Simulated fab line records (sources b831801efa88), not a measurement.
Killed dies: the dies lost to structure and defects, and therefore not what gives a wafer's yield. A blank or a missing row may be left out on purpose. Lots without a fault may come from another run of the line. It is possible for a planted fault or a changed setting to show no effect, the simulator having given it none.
A struck lot beside a sound one    flow gf180mcu    43 out of 602 route steps
Sound: these wafers, L645.2, L645.3, L645.5. Wafers struck: L656.2, L656.3, L656.4. The cause is given at the end.
Each step with rows lists, per side, the tool, then ch with its chambers, then its first start. Under that, the readings that differ: sound wafers    struck wafers    difference of the means    sigmas: that difference in standard deviations of wafers without a fault.
alike: readings with means less than 2 such deviations apart, plus words and numbers identical on both sides. not compared: withheld readings, readings lacking a value on some wafer, bounds such as >300 that could conceal the same value, and numbers that have no deviation in the record and whose values overlap.
Wherever a step has rows on one side only, a row that says differs or no value, or a row with sigmas, the two part there. Numbers that have no deviation but don't overlap get no sigmas and don't part them. A reading that every wafer of one side lacks parts them only if that side has two wafers or more.

first, 1 step without rows for these wafers: GF_POLY_GATE_OXIDATION_16 (stabilise 600 s, purge 300 s, target thk 4 nm).
GF_POLY_GATE_THK_MEAS_17:
  sound on film_metro-03 at day 10 19:01; struck on film_metro-02 at day 14 11:21
  alike: POLY_GATE_OXIDATION_THK
GF_POLY_GATE_CD_MEAS_18:
  sound on cd_sem-01 at day 10 19:05; struck on cd_sem-02 at day 14 11:25
reading     sound              struck             difference  sigmas
cd_nm (nm)  276.4 275.9 274.6  282.3 280.9 283.0  +6.4        +3
then, 7 steps without rows for these wafers: GF_HV_LDD_DEHYDRATE_00 (time 60 s); GF_HV_LDD_HMDS_01 (prime time 60 s); GF_HV_LDD_COAT_02 (resist thk 1000 nm); GF_HV_LDD_SOFTBAKE_03 (time 60 s); GF_HV_LDD_EXPOSE_04 (exposes mask Nplus LV AREA, target cd 400 nm); GF_HV_LDD_PEB_05; GF_HV_LDD_DEVELOP_06 (develop time 60 s).
GF_HV_LDD_CD_MEAS_07 targets a cd of 400 nm.
  sound on cd_sem-02 at day 11 13:30; struck on cd_sem-02 at day 15 09:01
  alike: cd_nm
GF_HV_LDD_OVL_MEAS_08:
  sound on overlay-02 at day 11 13:37; struck on overlay-02 at day 15 09:08
  alike: HV_LDD_OVL
GF_HV_LDD_IMPLANT_09:
  sound on implanter-03 ch 0, day 11 13:40; struck on implanter-03 ch 0, day 15 09:11
reading                    sound              struck             difference  sigmas
implant_ion_amu            75 75 75           31 31 31           -44         
model.implant.rp_nm (nm)   27.31 27.31 27.31  48.77 48.77 48.77  +21.46      
model.implant.drp_nm (nm)  11.92 11.92 11.92  21.16 21.16 21.16  +9.24       
  alike: faraday_current_uA
GF_HV_LDD_STRIP_10: strips in O2/N2.
  sound on plasma_asher-03 ch 0,1, day 11 13:47; struck on plasma_asher-03 ch 0,1, day 15 09:19
  alike: drypump_motor_current_A, heater_power_w, oes_product_au, platen_temp_c, strip_time_to_endpoint_s
  not compared: rf_hours_counter_h
GF_HV_LDD_TW_MEAS_11:
  sound on film_metro-01 at day 11 13:54; struck on film_metro-02 at day 15 09:38
reading    sound           struck          difference  sigmas
HV_LDD_TW  2439 2434 2437  1873 1880 1875  -561        -27
  not compared: hold
then, 6 steps without rows for these wafers: GF_HV_LDD_HMDS_13 (prime time 60 s); GF_HV_LDD_COAT_14 (resist thk 1000 nm); GF_HV_LDD_SOFTBAKE_15 (time 60 s); GF_HV_LDD_EXPOSE_16 (exposes mask Pplus LV AREA, target cd 400 nm); GF_HV_LDD_PEB_17; GF_HV_LDD_DEVELOP_18 (develop time 60 s).
GF_HV_LDD_CD_MEAS_19 targets a cd of 400 nm.
  sound on cd_sem-01 at day 12 08:15; struck on cd_sem-02 at day 16 07:00
  alike: cd_nm
GF_HV_LDD_OVL_MEAS_20:
  sound on overlay-02 at day 12 08:22; struck on overlay-01 at day 16 07:07
  alike: HV_LDD_01_OVL
after that, 1 step had no rows for these wafers: GF_HV_LDD_IMPLANT_21.
GF_HV_LDD_STRIP_22: strips in O2/N2.
  sound on plasma_asher-04 ch 0, day 12 08:32; struck on plasma_asher-04 ch 0,1, day 16 07:17
  alike: drypump_motor_current_A, heater_power_w, oes_product_au, platen_temp_c, strip_time_to_endpoint_s
  not compared: rf_hours_counter_h
GF_HV_LDD_TW_MEAS_23:
  sound on film_metro-02 at day 12 08:39; struck on film_metro-01 at day 16 07:24
reading      sound           struck          difference  sigmas
HV_LDD_2_TW  1045 1042 1037  1064 1054 1064  +19         +2
then, 7 steps without rows for these wafers: GF_HV_LDD_DEHYDRATE_24 (time 60 s); GF_HV_LDD_HMDS_25 (prime time 60 s); GF_HV_LDD_COAT_26 (resist thk 1000 nm); GF_HV_LDD_SOFTBAKE_27 (time 60 s); GF_HV_LDD_EXPOSE_28 (exposes mask Nplus HV AREA, target cd 400 nm); GF_HV_LDD_PEB_29; GF_HV_LDD_DEVELOP_30 (develop time 60 s).
GF_HV_LDD_CD_MEAS_31 targets a cd of 400 nm.
  sound on cd_sem-02 at day 13 04:33; struck on cd_sem-02 at day 17 05:55
  alike: cd_nm
GF_HV_LDD_OVL_MEAS_32:
  sound on overlay-02 at day 13 04:40; struck on overlay-02 at day 17 06:01
reading             sound           struck       difference  sigmas
HV_LDD_02_OVL (nm)  -3.6 -1.4 -1.5  2.2 0.6 0.6  +3.3        +3
then, 4 steps without rows for these wafers: GF_HV_LDD_IMPLANT_33; GF_HV_LDD_IMPLANT_34; GF_HV_LDD_IMPLANT_35; GF_HV_LDD_IMPLANT_36.
GF_HV_LDD_STRIP_37: strips in O2/N2.
  sound on plasma_asher-01 ch 1, day 13 05:17; struck on plasma_asher-04 ch 0,1, day 17 06:39
  alike: drypump_motor_current_A, heater_power_w, oes_product_au, platen_temp_c, strip_time_to_endpoint_s
  not compared: rf_hours_counter_h
GF_HV_LDD_TW_MEAS_38:
  sound on film_metro-03 at day 13 05:24; struck on film_metro-01 at day 17 06:46
  alike: HV_LDD_3_TW
GF_HV_LDD_RS_MEAS_53: the measuring method here is four-point-probe.
  sound on film_metro-02 at day 14 02:08; struck on film_metro-01 at day 18 07:08
reading             sound              struck             difference  sigmas
HV_LDD_RS (ohm/sq)  419.5 419.0 418.7  358.5 359.2 359.9  -59.9       -67
  not compared: hold
after that, 1 step had no rows for these wafers: GF_PASSIVATION_PROBE_99.

WHERE THEY PART
At GF_POLY_GATE_CD_MEAS_18 first; at GF_HV_LDD_RS_MEAS_53 last (within this record only).

WHY: whatever the simulator had introduced
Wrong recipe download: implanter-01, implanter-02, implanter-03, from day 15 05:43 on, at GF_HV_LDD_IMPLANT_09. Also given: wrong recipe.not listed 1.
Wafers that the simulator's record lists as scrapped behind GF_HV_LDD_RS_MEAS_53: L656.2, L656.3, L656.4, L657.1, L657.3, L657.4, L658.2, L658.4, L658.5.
